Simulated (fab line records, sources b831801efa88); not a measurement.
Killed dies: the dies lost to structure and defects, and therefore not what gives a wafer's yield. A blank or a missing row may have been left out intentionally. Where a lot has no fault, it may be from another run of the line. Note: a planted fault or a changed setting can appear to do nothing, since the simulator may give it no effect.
Chamber matching	flow gf180mcu	3 sister chambers for GF_V2_CVD_02 on pecvd-03
The step deposits SiO2 from TEOS, target thk 850 nm, time 94.851 s. 3 wafers are shown with their chamber, then 10 later ones without.

## EACH WAFER AND ITS CHAMBER
wafer	chamber	heater-power-w (W)
L358.6	2	778
L369.2	1	741
L370.4	0	619

## WAFERS WITHOUT THEIR CHAMBER
wafer	heater-power-w (W)
L370.5	607
L372.1	596
L372.2	712
L372.6	747
L374.4	470
L374.5	702
L374.6	757
L377.2	602
L377.4	753
L377.6	470

## WHICH CHAMBER EACH ONE RAN IN
wafer	from the rows above	in truth
L370.5	can't be placed: 0 or 1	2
L372.1	can't be placed: 0 or 1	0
L372.2	can't be placed: 1 or 2 or 0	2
L372.6	can't be placed: 1 or 2 or 0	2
L374.4	can't be placed: 0 or 1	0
L374.5	can't be placed: 1 or 2 or 0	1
L374.6	can't be placed: 1 or 2 or 0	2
L377.2	can't be placed: 0 or 1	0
L377.4	can't be placed: 1 or 2 or 0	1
L377.6	can't be placed: 0 or 1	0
Correctly placed: 0 of 10. From these rows, 10 cannot be placed; in 9 the true chamber is one of the candidates. Placed wrongly: 0.
How it was worked out, from the rows above alone: a wafer's distance from a chamber is the root of the sum, over the readings, of the square of ((its reading less the chamber's mean) divided by the reading's scatter). The wafer belongs to the nearest chamber; if the next one is less than 2 further off, it can't be placed. For every chamber, the mean is computed from those of its wafers that are shown. The scatter (one wafer shown for each chamber): square how far every hidden wafer sits from the nearest shown wafer, average those squares and take the square root.
